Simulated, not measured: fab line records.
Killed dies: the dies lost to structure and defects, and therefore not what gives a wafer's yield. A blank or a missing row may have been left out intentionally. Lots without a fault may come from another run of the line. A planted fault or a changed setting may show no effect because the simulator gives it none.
Chamber matching || flow sky130 || SKY_FIELD_ISO_ETCH_17 on rie si-01: 4 sister chambers
The step etches Si in HBr/Cl2/O2, target depth 342 nm, time 97.7 s. 4 wafers are shown with their chamber, then 7 later ones without.

== EACH WAFER AND ITS CHAMBER ==
{"wafer": "L706.2", "chamber": 2, "oes product au (a.u.)": 0.990}
{"wafer": "L706.3", "chamber": 1, "oes product au (a.u.)": 0.994}
{"wafer": "L706.4", "chamber": 0, "oes product au (a.u.)": 0.979}
{"wafer": "L714.2", "chamber": 3, "oes product au (a.u.)": 1.020}

== WAFERS WITH NO CHAMBER GIVEN ==
{"wafer": "L714.4", "oes product au (a.u.)": 0.991}
{"wafer": "L716.2", "oes product au (a.u.)": 0.981}
{"wafer": "L716.4", "oes product au (a.u.)": 0.989}
{"wafer": "L716.5", "oes product au (a.u.)": 0.982}
{"wafer": "L721.1", "oes product au (a.u.)": 0.991}
{"wafer": "L721.3", "oes product au (a.u.)": 0.986}
{"wafer": "L721.6", "oes product au (a.u.)": 0.980}

== WHICH CHAMBER EACH ONE RAN IN ==
{"wafer": "L714.4", "from the rows above": "can't be placed: 2 or 1", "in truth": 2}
{"wafer": "L716.2", "from the rows above": 0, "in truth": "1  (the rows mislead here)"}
{"wafer": "L716.4", "from the rows above": "can't be placed: 2 or 1", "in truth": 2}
{"wafer": "L716.5", "from the rows above": 0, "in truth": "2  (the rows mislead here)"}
{"wafer": "L721.1", "from the rows above": "can't be placed: 2 or 1", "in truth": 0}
{"wafer": "L721.3", "from the rows above": "can't be placed: 2 or 0 or 1", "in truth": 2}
{"wafer": "L721.6", "from the rows above": 0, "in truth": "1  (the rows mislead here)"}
Correct placement for 0 of the 7. Not placeable from these rows: 4 (in 3, the candidates include the true chamber). 3 placed wrongly.
How it was worked out, from the rows above alone: a wafer's distance from a chamber is the root of the sum, over the readings, of the square of ((its reading less the chamber's mean) divided by the reading's scatter). If the next closest chamber is less than 2 further off than the closest, the wafer can't be placed; otherwise it belongs to the closest. Each chamber's mean is taken over the wafers shown for it. The scatter: root of mean squared gap, hidden wafer to nearest shown wafer, with one shown wafer a chamber.
